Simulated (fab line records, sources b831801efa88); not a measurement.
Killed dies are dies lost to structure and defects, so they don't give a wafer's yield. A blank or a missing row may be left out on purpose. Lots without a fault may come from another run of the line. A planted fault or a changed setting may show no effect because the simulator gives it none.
Which tool did it? | flow gf180mcu | 15 lots, 45 wafers sampled, at 4 steps of a route of 602

WHAT THE GAUGES READ, wafer by wafer
GF_STI_THK_MEAS_22.
lot  | measured    | on            | STI_OXIDATION_01_THK (nm)
L940 | day 2 09:02 | film_metro-01 | 15.31 15.09 15.17
L939 | day 2 09:03 | film_metro-03 | 14.84 15.14 15.11
L941 | day 2 13:44 | film_metro-03 | 15.42 15.20 15.52
L942 | day 2 18:14 | film_metro-04 | 15.27 15.08 15.21
L943 | day 2 23:52 | film_metro-01 | 15.11 14.98 15.08
L944 | day 3 06:39 | film_metro-01 | 15.07 15.13 14.93
L945 | day 3 13:19 | film_metro-01 | 15.12 14.92 14.38
L946 | day 3 18:52 | film_metro-04 | 15.03 14.91 15.12
L949 | day 4 10:38 | film_metro-01 | 15.63 15.63 15.84
L950 | day 4 13:58 | film_metro-04 | 14.90 14.75 14.88
L951 | day 4 17:48 | film_metro-04 | 15.59 15.60 15.23
L954 | day 5 12:31 | film_metro-03 | 14.79 14.98 15.06
L955 | day 5 16:20 | film_metro-03 | 14.92 14.69 14.78
L956 | day 5 21:17 | film_metro-04 | 14.87 15.06 15.18
L957 | day 5 23:40 | film_metro-03 | 15.07 14.90 14.93

GF_NWELL_OVL_MEAS_07.
lot  | measured    | on         | NWELL_OVL (nm)
L940 | day 3 14:22 | overlay-02 | 3.3 4.5 3.2
L939 | day 3 13:04 | overlay-02 | 1.9 2.6 2.5
L941 | day 3 18:45 | overlay-01 | 0.5 0.3 -1.2
L942 | day 3 22:19 | overlay-01 | 0.6 0.2 0.5
L943 | day 4 04:03 | overlay-01 | -2.9 0.1 -1.7
L944 | day 4 14:04 | overlay-02 | 1.0 0.8 1.1
L945 | day 4 21:46 | overlay-02 | -2.9 -0.5 -0.6
L946 | day 5 01:22 | overlay-02 | 2.2 2.6 2.0
L949 | day 5 18:51 | overlay-01 | 4.6 3.4 3.3
L950 | day 5 20:13 | overlay-02 | 0.2 1.3 -0.3
L951 | day 6 00:31 | overlay-02 | -0.5 -3.0 -1.4
L954 | day 7 01:36 | overlay-02 | 1.5 2.0 1.7
L955 | day 7 00:55 | overlay-01 | 0.7 -0.5 -0.5
L956 | day 7 06:44 | overlay-02 | -0.2 0.6 2.5
L957 | day 7 08:25 | overlay-02 | -0.4 0.0 1.1

GF_NWELL_TW_MEAS_11.
lot  | measured    | on            | NWELL_TW
L940 | day 3 14:48 | film_metro-02 | 1577 1578 1573
L939 | day 3 13:30 | film_metro-04 | 1572 1585 1581
L941 | day 3 19:11 | film_metro-02 | 1572 1589 1586
L942 | day 3 22:45 | film_metro-01 | 1581 1577 1580
L943 | day 4 04:29 | film_metro-04 | 1563 1572 1563
L944 | day 4 14:31 | film_metro-01 | 1593 1582 1590
L945 | day 4 22:12 | film_metro-01 | 1587 1574 1587
L946 | day 5 01:48 | film_metro-01 | 1575 1576 1578
L949 | day 5 19:17 | film_metro-02 | 1562 1580 1569
L950 | day 5 20:39 | film_metro-04 | 1589 1583 1582
L951 | day 6 00:57 | film_metro-02 | 1569 1563 1570
L954 | day 7 02:02 | film_metro-01 | 2439 2445 2453 2446 2441 2446
L955 | day 7 01:21 | film_metro-01 | 2439 2464 2425 2441 2452 2451
L956 | day 7 07:11 | film_metro-02 | 2415 2393 2401 2416 2405 2400
L957 | day 7 08:52 | film_metro-04 | 2418 2411 2416 2417 2405 2403

WHICH TOOL RAN EACH LOT (tool, then ch and the chambers of the sampled wafers, then the start)
lot  | GF_NWELL_IMPLANT_08
L940 | implanter-01 ch 0, day 3 14:24
L939 | implanter-02 ch 0, day 3 13:07
L941 | implanter-03 ch 0, day 3 18:47
L942 | implanter-03 ch 0, day 3 22:21
L943 | implanter-02 ch 0, day 4 04:05
L944 | implanter-02 ch 0, day 4 14:08
L945 | implanter-03 ch 0, day 4 21:49
L946 | implanter-01 ch 0, day 5 01:24
L949 | implanter-01 ch 0, day 5 18:53
L950 | implanter-02 ch 0, day 5 20:16
L951 | implanter-02 ch 0, day 6 00:33
L954 | implanter-02 ch 0, day 7 01:38
L955 | implanter-02 ch 0, day 7 00:58
L956 | implanter-01 ch 0, day 7 06:48
L957 | implanter-01 ch 0, day 7 08:29
- GF_NWELL_IMPLANT_08

WHAT THE TOOLS THEMSELVES READ (means of the sampled wafers that have a number; where no wafer has one, the mark that the record gives instead)
The record holds no such reading with a usual standard deviation.

THE ANSWER, worked out from the rows above alone
Rule: what is usual is taken from the lots themselves. Put in order of their means at a reading, lots are off if they are a third of the lots or fewer, leave a main group of 4 or more, and stand apart from it by a gap of 3 or more times the standard deviation of the main group's means; of several such gaps the widest counts. A main group whose means are all the same, to the digits that the tables above print for the reading, isn't used. A lot without any number at a reading at which 4 lots or more have one is off too. The other lots that the step has rows for count as sound. The gauges are gone through in route order, then the tools' own readings, and for those a lot's mean is taken as printed above. The first step at which some lot is off is used, and at that step the reading that is off furthest; a lot without a number counts as furthest.
Off: L954, L955, L956, L957, at GF_NWELL_TW_MEAS_11 (NWELL_TW). The main group: mean 1578, standard deviation 6.8.
A tool fits if, at a process step before that reading, it ran every lot that is off, and no sound lot after the first of them. The gauges at GF_NWELL_TW_MEAS_11 are tried like those tools. None of those tried fits.

WHAT THE SIMULATOR HAD PUT IN
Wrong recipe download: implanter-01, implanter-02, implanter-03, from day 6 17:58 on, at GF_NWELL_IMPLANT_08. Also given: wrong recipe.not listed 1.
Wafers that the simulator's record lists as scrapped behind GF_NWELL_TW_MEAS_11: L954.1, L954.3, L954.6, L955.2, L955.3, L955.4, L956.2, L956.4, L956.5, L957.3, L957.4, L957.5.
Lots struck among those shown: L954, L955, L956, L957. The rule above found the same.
